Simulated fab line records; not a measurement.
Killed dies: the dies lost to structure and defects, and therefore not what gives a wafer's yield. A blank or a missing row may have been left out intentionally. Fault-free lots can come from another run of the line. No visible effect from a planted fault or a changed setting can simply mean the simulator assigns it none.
Struck lot and sound lot, side by side || flow sky130 || 17 out of 708 route steps
Sound: these wafers, L341.2, L341.4, L341.5. Struck: wafer L357.1; the same lot's L357.3 was not struck, so it is left out; see the end for the cause.
Each step with rows lists, per side, the tool, then ch with its chambers, then its first start. Under that, the readings that differ: sound wafers || struck wafers || difference of the means || sigmas: that difference in standard deviations of wafers without a fault.
alike: readings whose means differ by less than 2 such deviations, and words and numbers that are the same on both sides. not compared: withheld readings, readings that some wafer has no value for, bounds like >300 that may hide the same value, and numbers for which the record gives no deviation and whose values overlap.
A row with sigmas, a row that says differs or no value, or rows on one side alone: a step with any of these is where the two part. Non-overlapping numbers with no deviation appear without sigmas and do not part them. A reading that every wafer of one side lacks parts them only if that side has two wafers or more.

first, 2 steps without rows for these wafers: SKY_NWELL_IMPLANT_12; SKY_NWELL_IMPLANT_13.
SKY_NWELL_STRIP_14: strips in O2/N2.
  sound on plasma asher-01 ch 0, day 4 19:36; struck on plasma asher-01 ch 0, day 8 16:02
{"reading": "oes product au (a.u.)", "sound": "0.733 0.723 0.726", "struck": 0.716, "difference": -0.011, "sigmas": -3}
  alike: drypump motor current A, strip time to endpoint s
  not compared: rf hours counter h
SKY_NWELL_TW_MEAS_15:
  sound on film metro-01, day 4 19:43; struck on film metro-04, day 8 16:08
  alike: NWELL_TW
then, 7 steps without rows for these wafers: SKY_NWELL_DEHYDRATE_16 (time 60 s); SKY_NWELL_HMDS_17 (prime time 60 s); SKY_NWELL_COAT_18 (resist thk 3000 nm); SKY_NWELL_SOFTBAKE_19; SKY_NWELL_EXPOSE_20 (exposes mask NWM COMPLEMENT, target cd 840 nm); SKY_NWELL_PEB_21; SKY_NWELL_DEVELOP_22 (develop time 60 s).
SKY_NWELL_OVL_MEAS_23:
  sound on overlay-01, day 5 13:28; struck on overlay-01, day 9 14:55
  alike: NWELL_01_OVL
SKY_NWELL_IMPLANT_24:
  sound on implanter-01 ch 0, day 5 13:32; struck on implanter-02 ch 0, day 9 14:57
{"reading": "beam on s (s)", "sound": "9.78 10.05 10.09", "struck": 8.51, "difference": -1.46, "sigmas": -7}
{"reading": "faraday current uA", "sound": "53.1 51.8 51.5", "struck": 60.8, "difference": "+8.7", "sigmas": "+8"}
SKY_NWELL_STRIP_25: strips in O2/N2.
  sound on plasma asher-01 ch 0,1, day 5 13:39; struck on plasma asher-02 ch 0, day 9 15:06
  alike: drypump motor current A, oes product au, strip time to endpoint s
  not compared: rf hours counter h
SKY_NWELL_TW_MEAS_26:
  sound on film metro-01, day 5 13:46; struck on film metro-01, day 9 15:12
{"reading": "NWELL_2_TW", "sound": "494 496 498", "struck": 474, "difference": -22, "sigmas": -4}
then, 1 step without rows for these wafers: SKY_NWELL_CLEAN_27 (cleans in SC1/SC2, time 150 s).
-- the record jumps here: 42 days lie between the struck wafers' starts before and after (it left off in module NWELL and takes up again in module PAD_OPEN, whose first step shown is number 708 of the route) --
SKY_PAD_OPEN_PROBE_99:
  sound on prober-02, day 47 08:12; struck on prober-01, day 51 06:24
{"reading": "killed at contacts", "sound": "25 30 26", "struck": 15, "difference": -12, "sigmas": -2}
{"reading": "killed dies", "sound": "90 103 85", "struck": 76, "difference": -17, "sigmas": -2}
{"reading": "model.etest.pfet_16v.r on ohm um", "sound": "1.524e+04 1.493e+04 1.513e+04", "struck": 1.644e+04, "difference": "+1.340e+03", "sigmas": ""}
{"reading": "model.etest.res pwell under gate.rs ohm sq", "sound": "2277 2303 2302", "struck": 2520, "difference": "+226", "sigmas": ""}
{"reading": "model.etest.pfet_16v.drive ua um", "sound": "241.2 247.7 242.1", "struck": 226.5, "difference": -17.2, "sigmas": ""}
{"reading": "model.etest.field n.vt v (V)", "sound": "35.7 35.18 35.05", "struck": 33.55, "difference": -1.76, "sigmas": ""}
  alike: killed_at_M0_to_M3, killed_at_M4_up, killed at front end, killed at other, killed on rim, killed open, killed short

## WHERE THEY PART
Earliest at SKY_NWELL_STRIP_14; latest, in this record, at SKY_PAD_OPEN_PROBE_99.

WHY: what had been put in by the simulator
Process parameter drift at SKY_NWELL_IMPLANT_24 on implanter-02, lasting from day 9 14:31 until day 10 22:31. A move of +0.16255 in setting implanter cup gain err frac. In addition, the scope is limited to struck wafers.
